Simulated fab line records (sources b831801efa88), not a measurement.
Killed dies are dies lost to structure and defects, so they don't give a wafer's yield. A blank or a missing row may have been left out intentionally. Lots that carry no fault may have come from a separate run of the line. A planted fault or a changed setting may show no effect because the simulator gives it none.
Which of the tools did it? -- flow sfq line -- 7 lots, 21 wafers sampled, at 2 steps of a route of 325

WHAT EACH GAUGE READ, for each wafer
SFQ_M1_RS_MEAS_909: measures by four-point-probe.
lot,measured,on,M1_NB_RS (ohm/sq)
L778,day 20 09:10,film metro-03,0.886 0.883 0.905
L780,day 20 23:43,film metro-03,0.874 0.880 0.904
L784,day 21 11:54,film metro-03,0.890 0.885 0.889
L787,day 21 22:38,film metro-03,0.883 0.884 0.886
L791,day 24 09:23,film metro-03,0.876 0.883 0.882
L798,day 27 01:44,film metro-01,1.008 1.017 1.009
L800,day 28 11:25,film metro-01,0.907 0.890 0.897

TOOL THAT RAN EACH LOT (tool first, then ch and the chambers of the sampled wafers, then the start)
lot,SFQ_TRILAYER_M1_DEP_SPUTTER_037
L778,"pvd sputter-06, day 20 09:02"
L780,"pvd sputter-06, day 20 23:34"
L784,"pvd sputter-05, day 21 11:46"
L787,"pvd sputter-06, day 21 22:32"
L791,"pvd sputter-04, day 24 09:17"
L798,"pvd sputter-05, day 27 01:37"
L800,"pvd sputter-04, day 28 11:18"
- SFQ_TRILAYER_M1_DEP_SPUTTER_037: material Nb, target thk 200 nm, time 133.3 s.

THE ANSWER, worked out from the rows above alone
Rule: what is usual is taken from the lots themselves. Put in order of their means at a reading, lots are off if they are a third of the lots or fewer, leave a main group of 4 or more, and stand apart from it by a gap of 3 or more times the standard deviation of the main group's means; of several such gaps the widest counts. The tables above print the reading to a certain number of digits; a main group whose means all agree to those digits is not used. Also off: a lot with no number at a reading for which 4 or more lots have one. Any other lot the step has rows for is counted as sound.
Off: L798, seen at SFQ_M1_RS_MEAS_909 (M1_NB_RS). Main group: mean 0.888 ohm/sq, sd 0.0056.
A tool fits if, at a process step before that reading, it ran every lot that is off, and no sound lot after the first of them. Those tools and the gauges at SFQ_M1_RS_MEAS_909 are tried in the same way. One candidate fits, namely pvd sputter-05 at SFQ_TRILAYER_M1_DEP_SPUTTER_037. A fault onset in the window from L784 (day 21 11:46, its last sound lot) to L798 (day 27 01:37, its first lot off) fits.

WHAT WAS PUT IN BY THE SIMULATOR
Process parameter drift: pvd sputter-05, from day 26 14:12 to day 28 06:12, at SFQ_TRILAYER_M1_DEP_SPUTTER_037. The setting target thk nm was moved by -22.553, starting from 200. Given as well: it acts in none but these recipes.
Struck lots among those shown: L798. This agrees with what the rule above found.
